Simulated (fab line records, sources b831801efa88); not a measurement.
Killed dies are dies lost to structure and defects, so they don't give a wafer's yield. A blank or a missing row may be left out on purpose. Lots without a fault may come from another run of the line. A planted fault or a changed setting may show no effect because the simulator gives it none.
Tool commonality check | flow gf180mcu | 13 lots, 39 wafers sampled

WHY IT WAS OPENED
At GF_M4_OVL_MEAS_15 the reading M4_OVL is flagged on 2 of 13 lots. Wafers without a fault read 2 nm, standard deviation 5.6.
Rule: a lot is flagged when every wafer of it that has a number lies more than 4 standard deviations from that mean, or none has a number. The other lots count as sound.

lot  | measured     | on         | M4_OVL (nm), wafer by wafer | flag
L841 | day 23 10:25 | overlay-02 | 2 14 -1                     |
L842 | day 23 17:37 | overlay-01 | 7 -7 1                      |
L843 | day 23 22:49 | overlay-01 | 3 3 0                       |
L844 | day 24 05:07 | overlay-02 | 1 6 2                       |
L845 | day 24 18:23 | overlay-01 | 9 15 10                     |
L846 | day 25 01:38 | overlay-01 | 6 0 0                       |
L848 | day 25 12:35 | overlay-01 | 0 2 4                       |
L849 | day 26 03:01 | overlay-02 | 9 0 -5                      |
L850 | day 26 18:19 | overlay-02 | -3 -6 9                     |
L852 | day 27 05:44 | overlay-01 | 34 27 34                    | FLAGGED
L853 | day 27 06:52 | overlay-02 | 29 27 27                    | FLAGGED
L863 | day 30 08:59 | overlay-01 | 9 12 7                      |
L864 | day 30 17:43 | overlay-02 | -8 -1 4                     |
The numbers of the flagged lots are 30 nm on average: +28 nm against the usual, or +5 standard deviations.

WHICH TOOL RAN EACH LOT
The record holds 2 process steps before the reading, out of a route of 602 steps. In each cell: the tool, then ch and the chambers that the sampled wafers went through, then the start.
lot  | flag    | GF_V3_ETCH_17                                 | GF_M4_EXPOSE_11
L841 |         | rie_diel-04 ch 0,2,3, day 22 23:01 or earlier | krf_scanner-02 ch 0, day 22 23:01
L842 |         | rie_diel-04 ch 0,1,2, day 23 06:40 or earlier | krf_scanner-01 ch 0, day 23 06:40
L843 |         | rie_diel-04 ch 0,2,3, day 23 11:44 or earlier | krf_scanner-02 ch 0, day 23 11:44
L844 |         | rie_diel-03 ch 0,2,3, day 23 17:58 or earlier | krf_scanner-02 ch 0, day 23 17:58
L845 |         | rie_diel-04 ch 0,2, day 24 07:23 or earlier   | krf_scanner-01 ch 0, day 24 07:23
L846 |         | rie_diel-03 ch 1,2, day 24 15:49 or earlier   | krf_scanner-02 ch 0, day 24 15:49
L848 |         | rie_diel-02 ch 0,1, day 25 03:02 or earlier   | krf_scanner-01 ch 0, day 25 03:02
L849 |         | rie_diel-04 ch 0,1,2, day 25 14:58 or earlier | krf_scanner-02 ch 0, day 25 14:58
L850 |         | rie_diel-03 ch 0,3, day 26 08:12 or earlier   | krf_scanner-02 ch 0, day 26 08:12
L852 | FLAGGED | rie_diel-02 ch 0,1,3, day 26 19:32 or earlier | krf_scanner-01 ch 0, day 26 19:32
L853 | FLAGGED | rie_diel-03 ch 0,1,3, day 26 21:25 or earlier | krf_scanner-01 ch 0, day 26 21:25
L863 |         | rie_diel-03 ch 0,1,3, day 29 23:26 or earlier | krf_scanner-02 ch 0, day 29 23:26
L864 |         | rie_diel-02 ch 0,1,2, day 30 09:41 or earlier | krf_scanner-02 ch 0, day 30 09:41
What these steps do:
- GF_V3_ETCH_17: etches SiO2 in C4F8/O2/Ar, stops on TiN, target depth 635 nm.
- GF_M4_EXPOSE_11: exposes mask Metal4, target cd 280 nm.
- GF_M4_OVL_MEAS_15

FLAGGED OVER TOTAL, TOOL BY TOOL (the gauges that took the reading come last)
step              | tool           | lots run | flagged | share of the flagged lots | sound lots run after its first flagged lot
GF_V3_ETCH_17     | rie_diel-02    | 3        | 1       | some                      | 1 (L864)
GF_V3_ETCH_17     | rie_diel-03    | 5        | 1       | some                      | 1 (L863)
GF_V3_ETCH_17     | rie_diel-04    | 5        | 0       | none                      | -
GF_M4_EXPOSE_11   | krf_scanner-01 | 5        | 2       | all                       | 0
GF_M4_EXPOSE_11   | krf_scanner-02 | 8        | 0       | none                      | -
GF_M4_OVL_MEAS_15 | overlay-01     | 7        | 1       | some                      | 1 (L863)
GF_M4_OVL_MEAS_15 | overlay-02     | 6        | 1       | some                      | 1 (L864)
GF_V3_ETCH_17 gives no start for some lots, so the hours and the order of its lots are those of GF_M4_EXPOSE_11.

WHAT THE TABLE ALLOWS
1 row of the table ran every flagged lot: krf_scanner-01 at GF_M4_EXPOSE_11.
- krf_scanner-01 at GF_M4_EXPOSE_11: 2 of its 5 lots flagged. Its last sound lot is L848 (day 25 03:02), its first flagged lot L852 (day 26 19:32): a fault that began between those two fits.
One tool is left: krf_scanner-01 at GF_M4_EXPOSE_11.

WHAT THE SIMULATOR HAD PUT IN
Scanner matching overlay: krf_scanner-01, from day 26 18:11 on, at GF_M4_EXPOSE_11. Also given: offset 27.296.
Lots struck among those shown: L852, L853. The rule above found the same.
